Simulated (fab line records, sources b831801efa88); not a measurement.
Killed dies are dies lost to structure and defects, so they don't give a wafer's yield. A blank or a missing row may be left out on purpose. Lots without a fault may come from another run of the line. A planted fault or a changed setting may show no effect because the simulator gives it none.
fab line records | flow sky130
record lots=11 wafers=33 last_day=50
route steps=708 shown METAL3@567 METAL4@600 CAP2M@616 PAD_OPEN@708
lots that met no fault: from a run of the same line without faults
start_h: hours from the record's first day to the start of the lot's first wafer shown | wait_h: hours since the lot's step before | " the same as in the row above | L1.1+2: a row that stands for several wafers | - no value, or no start given | * or withheld: withheld | < > ~ a bound
route shown NAME@n: a module of which the file shows steps, and the number in the route of the first | usual: mean/standard deviation of fault-free wafers | same: alike in all rows | chamber/n: place in a boat | sites: the reading at each site | _std_site: their standard deviation | _edge_site: outer sites' mean less inner sites' | radius_mm: how far each site lies from the wafer's centre | mask NAME#n: copy n | behind: the tool/chamber that last shaped the wafer | hold: why the lot was held/for how many hours/how that ended | device: the transistor (n, p or np) that didn't switch | end of line: the same wafers' tests at the end of the route | a step without rows: its recipe alone | killed: dies lost to structure and defects at the first sort, not the wafer's yield | map: a wafer's dies, x killed, . not, _ none there
set.NAME: the setting as run; set.NAME@STEP: as run at that earlier step | model.NAME: the simulator's own value behind a step, which no gauge read
steps of the route over a sample of lots; a table a step, a row a wafer
services: from which hour (start_h, from the record's first day; less than 0 if before it) a tool's chamber was out of use, for how many hours, and why
## steps
# step SKY_METAL3_ETCH_17
# recipe target=SiO2 stop_on=TiN chemistry=C4F8/O2/Ar source_w=1500 bias_w=1200 pressure_mtorr=40 c4f8_flow_sccm=withheld O2_flow_sccm=6 Ar_flow_sccm=300 time_s=3.9 target_depth_a=150
# usual oes_product_au=0.755/0.007
# columns lot.wafer tool chamber start_h wait_h oes_product_au rf_hours_counter_h
L584.2 rie_diel-04 3 921.56 0.1 0.741 10
L584.3 " 0 " " 0.749 11
L584.6 " 2 " " 0.752 -
L585.1 rie_diel-03 1 924.08 0.1 0.751 6
L585.2 " 3 " " 0.744 2
L585.3 " 0 " " 0.758 24
L586.1 rie_diel-02 3 928.38 0.1 0.743 7
L586.3 " 0 " " 0.762 22
L586.4 " 1 " " 0.758 11
L587.2 rie_diel-04 3 939.96 0.1 0.747 10
L587.3 " 1 " " 0.754 14
L587.5 " 2 " " 0.751 -
L590.3 rie_diel-02 3 961.69 0.1 0.759 8
L590.4 " 2 " " 0.758 19
L590.6 " 3 " " 0.767 -
L591.2 rie_diel-02 0 964.61 0.1 0.747 23
L591.4 " 1 " " 0.761 12
L591.6 " 1 " " 0.757 -
L593.1 rie_diel-02 0 985.38 0.1 0.747 23
L593.2 " 2 " " 0.752 19
L593.4 " 1 " " 0.767 13
L597.2 rie_diel-03 3 1006.76 0.1 0.751 4
L597.5 " 1 " " 0.758 -
L597.6 " 3 " " 0.756 -
L604.1 rie_diel-03 0 1049.13 0.1 0.756 1
L604.3 " 3 " " 0.747 5
L604.4 " 1 " " 0.765 11
L606.1 rie_diel-02 3 1067.48 0.1 0.756 11
L606.3 " 0 " " 0.757 26
L606.6 " 1 " " 0.769 -
L605.4 rie_diel-04 2 1072.31 0.0 0.758 7
L605.5 " 3 " " 0.755 -
L605.6 " 2 " " 0.768 -
# step SKY_METAL3_STRIP_19
# recipe chemistry=O2/N2 power_w=1400 pressure_mtorr=1500 platen_temp_c=withheld o2_flow_sccm=3000 n2_flow_sccm=300 overash_fraction=0.5
# usual drypump_motor_current_A=5.8/0.53 oes_product_au=0.502/0.0057 strip_time_to_endpoint_s=6.52/0.085
# columns lot.wafer tool chamber start_h wait_h drypump_motor_current_A oes_product_au rf_hours_counter_h strip_time_to_endpoint_s
L584.2 plasma_asher-02 0 921.76 0.1 4.9 0.506 109 6.54
L584.3 " 0 " " 4.9 0.510 - 6.49
L584.6 " 0 " " 5.0 0.504 - 6.54
L585.1 plasma_asher-02 1 924.27 0.1 6.0 0.503 110 6.58
L585.2 " 0 " " 5.0 0.520 110 6.69
L585.3 " 1 " " 6.0 0.505 - 6.68
L586.1 plasma_asher-02 0 928.57 0.1 5.0 0.505 110 6.60
L586.3 " 0 " " 5.0 0.494 - 6.57
L586.4 " 1 " " 6.1 0.499 - 6.47
L587.2 plasma_asher-04 0 940.16 0.1 6.6 0.503 19 6.47
L587.3 " 0 " " 6.6 0.497 - 6.49
L587.5 " 1 " " 5.8 0.504 - 6.43
L590.3 plasma_asher-02 0 961.92 0.1 5.0 0.501 - 6.34
L590.4 " 1 " " 6.1 0.500 - 6.56
L590.6 " 0 " " 5.0 0.509 - 6.57
L591.2 plasma_asher-03 1 964.81 0.1 6.2 0.495 54 6.43
L591.4 " 1 " " 6.2 0.500 - 6.63
L591.6 " 1 " " 6.2 0.495 - 6.46
L593.1 plasma_asher-02 1 985.57 0.1 6.1 0.503 115 6.51
L593.2 " 0 " " 5.0 0.505 115 6.60
L593.4 " 1 " " 6.1 0.504 - 6.50
L597.2 plasma_asher-03 1 1006.96 0.1 6.2 0.508 58 6.63
L597.5 " 0 " " 6.0 0.501 - 6.41
L597.6 " 1 " " 6.2 0.502 - 6.57
L604.1 plasma_asher-02 0 1049.32 0.1 5.0 0.496 122 6.53
L604.3 " 0 " " 5.0 0.511 - 6.51
L604.4 " 1 " " 6.1 0.502 - 6.49
L606.1 plasma_asher-04 1 1067.67 0.1 5.8 0.499 32 6.34
L606.3 " 0 " " 6.6 0.495 - 6.36
L606.6 " 0 " " 6.6 0.496 - 6.52
L605.4 plasma_asher-04 0 1072.54 0.1 6.6 0.510 - 6.52
L605.5 " 0 " " 6.6 0.505 - 6.61
L605.6 " 1 " " 5.8 0.505 - 6.46
# step SKY_METAL4_SPUTTER_02
# recipe material=AlCu target_thk_nm=735 power_w=10600 time_s=39.1 chamber_pressure_pa=0.4
# usual throttle_valve_pct=29.7/0.9
# columns lot.wafer tool chamber start_h wait_h throttle_valve_pct
L584.2 pvd_sputter-02 - 949.38 0.0 28.5
L584.3 " - " " 30.5
L584.6 " - " " 30.0
L585.1 pvd_sputter-04 - 951.79 0.0 29.9
L585.2 " - " " 31.1
L585.3 " - " " 29.5
L586.1 pvd_sputter-03 - 955.95 0.0 29.7
L586.3 " - " " 29.1
L586.4 " - " " 28.9
L587.2 pvd_sputter-03 - 967.47 0.0 29.2
L587.3 " - " " 29.7
L587.5 " - " " 29.2
L590.3 pvd_sputter-02 - 989.56 0.0 30.1
L590.4 " - " " 31.5
L590.6 " - " " 30.0
L591.2 pvd_sputter-02 - 992.06 0.0 30.2
L591.4 " - " " 30.5
L591.6 " - " " 28.4
L593.1 pvd_sputter-03 - 1011.73 0.0 29.4
L593.2 " - " " 29.5
L593.4 " - " " 29.0
L597.2 pvd_sputter-03 - 1032.57 0.0 29.3
L597.5 " - " " 29.7
L597.6 " - " " 29.1
L604.1 pvd_sputter-04 - 1074.64 0.0 30.9
L604.3 " - " " 30.0
L604.4 " - " " 31.3
L606.1 pvd_sputter-02 - 1091.74 0.0 30.2
L606.3 " - " " 28.1
L606.6 " - " " 28.5
L605.4 pvd_sputter-03 - 1096.71 0.0 29.0
L605.5 " - " " 29.2
L605.6 " - " " 29.0
# step SKY_CAP2M_METAL_ETCH_13
# recipe target_depth_nm=220 stop_on=SiO2 chemistry=Cl2/BCl3 target=TiN pressure_mtorr=10 icp_w=900 bias_w=48.5 Cl2_flow_sccm=60 bcl3_flow_sccm=30 time_s=62.9
# usual drypump_motor_current_A=5.3/0.35 oes_product_au=0.939/0.0069 run_length_s=91.2/0.72 throttle_valve_pct=21.905/0.0099
# columns lot.wafer tool chamber start_h wait_h drypump_motor_current_A oes_product_au rf_hours_counter_h run_length_s throttle_valve_pct
L584.2 rie_metal-01 0 974.28 0.0 5.3 0.936 14 91.1 21.897
L584.3 " 1 " " 4.8 0.935 - 90.5 21.914
L584.6 " 0 " " 5.3 0.934 - 91.2 21.910
L585.1 rie_metal-04 0 975.68 0.0 5.3 0.947 8 93.4 21.900
L585.2 " 1 " " 5.3 0.944 11 94.8 21.902
L585.3 " 1 " " 5.3 0.936 - 94.8 21.904
L586.1 rie_metal-01 1 980.11 0.0 4.8 0.941 4 90.7 21.902
L586.3 " 1 " " 4.8 0.947 - 90.6 21.896
L586.4 " 0 " " 5.3 0.937 - 91.4 21.913
L587.2 rie_metal-04 1 992.34 0.0 5.3 0.942 11 91.7 21.895
L587.3 " 1 " " 5.3 0.949 - 91.7 21.903
L587.5 " 1 " " 5.3 0.942 - 91.6 21.930
L590.3 rie_metal-01 0 1012.75 0.0 5.3 0.944 - 91.6 21.900
L590.4 " 1 " " 4.8 0.941 - 91.1 21.896
L590.6 " 1 " " 4.8 0.945 - 90.9 21.901
L591.2 rie_metal-01 1 1015.84 0.0 4.8 0.983 6 88.9 21.868
L591.4 " 0 " " 5.3 0.992 - 88.7 21.886
L591.6 " 0 " " 5.3 0.987 - 88.8 21.866
L593.1 rie_metal-01 0 1034.11 0.0 5.3 0.964 18 89.0 21.874
L593.2 " 1 " " 4.8 0.961 7 88.4 21.893
L593.4 " 1 " " 4.8 0.972 - 88.6 21.873
L597.2 rie_metal-04 1 1053.76 0.0 5.3 0.927 15 91.5 21.900
L597.5 " 1 " " 5.3 0.930 - 91.5 21.909
L597.6 " 0 " " 5.3 0.941 - 90.7 21.913
L604.1 rie_metal-03 0 1096.09 0.0 6.1 0.943 16 91.3 21.904
L604.3 " 1 " " 5.6 0.935 - 91.0 21.909
L604.4 " 0 " " 6.0 0.936 - 90.8 21.906
L606.1 rie_metal-01 1 1112.41 0.0 4.9 0.944 12 90.7 21.906
L606.3 " 1 " " 4.8 0.941 - 91.0 21.909
L606.6 " 0 " " 5.3 0.939 - 91.7 21.897
L605.4 rie_metal-01 1 1117.29 0.0 4.8 0.931 - 90.9 21.914
L605.5 " 1 " " 4.8 0.933 - 90.7 21.906
L605.6 " 0 " " 5.3 0.943 - 91.2 21.909
# step SKY_PAD_OPEN_PROBE_99
# usual defect_limited_yield=82.5/2 killed_at_M0_to_M3=44/7.4 killed_at_M4_up=3.0/1.8 killed_at_contacts=24/5.1 killed_at_front_end=15/4.3 killed_at_other=0.3/0.54 killed_dies=86/9.9 killed_open=47/7.1 killed_short=38/6.7 sort_bin_3_pad_short=0.8/0.39 sort_bin_5_function=10.4/1.5 sort_bin_6_memory=6.2/1.2 sort_n_pass=406/9.9 sort_yield_pct=82.5/2
# same gross_dies=492 killed_at_back_side=0 sort_bin_4_leakage[%]=0 sort_bin_8_speed[%]=0
# columns lot.wafer tool chamber start_h wait_h defect_limited_yield[%] killed_at_M0_to_M3 killed_at_M4_up killed_at_contacts killed_at_front_end killed_at_other killed_dies killed_open killed_short sort_bin_3_pad_short[%] sort_bin_5_function[%] sort_bin_6_memory[%] sort_n_pass sort_yield_pct[%]
L597.2 prober-02 - 1164.76 0.1 80.5 42 4 27 23 0 96 58 38 0.4 10.4 8.7 396 80.5
L597.5 prober-02 - 1164.91 0.2 84.6 42 1 22 10 1 76 43 33 0.4 9.6 5.5 416 84.6
L597.6 prober-02 - 1164.96 0.2 81.7 43 4 21 22 0 90 49 41 0.8 12.2 5.3 402 81.7
# killed by level:class
L597.2 CONTACT:geometric_particle:open=10 VIA1:geometric_particle:open=10 LI_CONTACT:geometric_particle:open=8 FIELD_ISO:geometric_particle:open=6 VIA2:geometric_particle:open=6 METAL2:geometric_particle:short=6 CONTACT:geometric_particle:short=5 VIA3:geometric_particle:open=5
L597.5 VIA1:geometric_particle:open=15 CONTACT:geometric_particle:open=10 METAL2:geometric_particle:short=6 VIA2:geometric_particle:open=5 LI_CONTACT:geometric_particle:open=4 CONTACT:geometric_particle:short=4 VIA1:geometric_particle:short=4 VIA3:geometric_particle:open=4
L597.6 CONTACT:geometric_particle:open=9 VIA1:geometric_particle:open=9 POLY_GATE:geometric_particle:short=7 POLY_GATE:geometric_particle:open=7 METAL2:geometric_particle:short=7 VIA2:geometric_particle:open=6 METAL1:geometric_particle:short=5 VIA2:geometric_particle:short=5
## services
# columns tool chamber start_h hours kind
rie_diel-03 1 899.67 6.2 repair
rie_diel-02 - 919.46 1.7 repair
rie_diel-03 3 929.04 6.7 repair
pvd_sputter-04 - 932.38 1.5 repair
rie_diel-02 1 934.92 3.7 repair
pvd_sputter-04 - 941.53 4.7 repair
rie_diel-03 3 945.49 3.3 repair
rie_diel-03 - 952.53 2.8 pm
rie_metal-03 0 961.10 45.0 repair
rie_diel-04 3 982.85 1.9 repair
rie_diel-04 - 984.46 0.5 repair
rie_diel-02 - 991.60 0.7 repair
rie_diel-02 - 995.46 2.2 repair
pvd_sputter-02 - 1020.43 8.2 repair
rie_diel-02 1 1022.27 7.2 repair
rie_metal-01 - 1025.86 1.4 pm
rie_metal-01 - 1040.47 2.8 pm
plasma_asher-02 - 1055.25 9.0 pm
plasma_asher-02 0 1055.25 9.0 vent_cycle
plasma_asher-02 1 1055.25 9.0 vent_cycle
plasma_asher-03 - 1072.20 14.6 pm
rie_diel-04 2 1094.87 12.6 repair
pvd_sputter-03 - 1098.89 9.3 repair
pvd_sputter-04 - 1109.37 3.8 repair
## key
first_sign step=SKY_CAP2M_METAL_ETCH_13 reading=oes_product_au direction=up sigmas=5.4 usual=0.939 struck=0.976
effect step=SKY_CAP2M_METAL_ETCH_13 reading=run_length_s direction=down sigmas=3.4 usual=* struck=*
met_at SKY_CAP2M_METAL_ETCH_13
struck_lots L591,L593
not_acting_at SKY_METAL3_ETCH_17,SKY_METAL3_STRIP_19,SKY_METAL4_SPUTTER_02
onset_between 1012.75 1015.84
fault kind=process_parameter_drift tool=rie_metal-01 chamber=- onset_h=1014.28 steps=SKY_CAP2M_METAL_ETCH_13 channel=time_s offset=* shape=step end_h=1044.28 acts_in=* stated=*
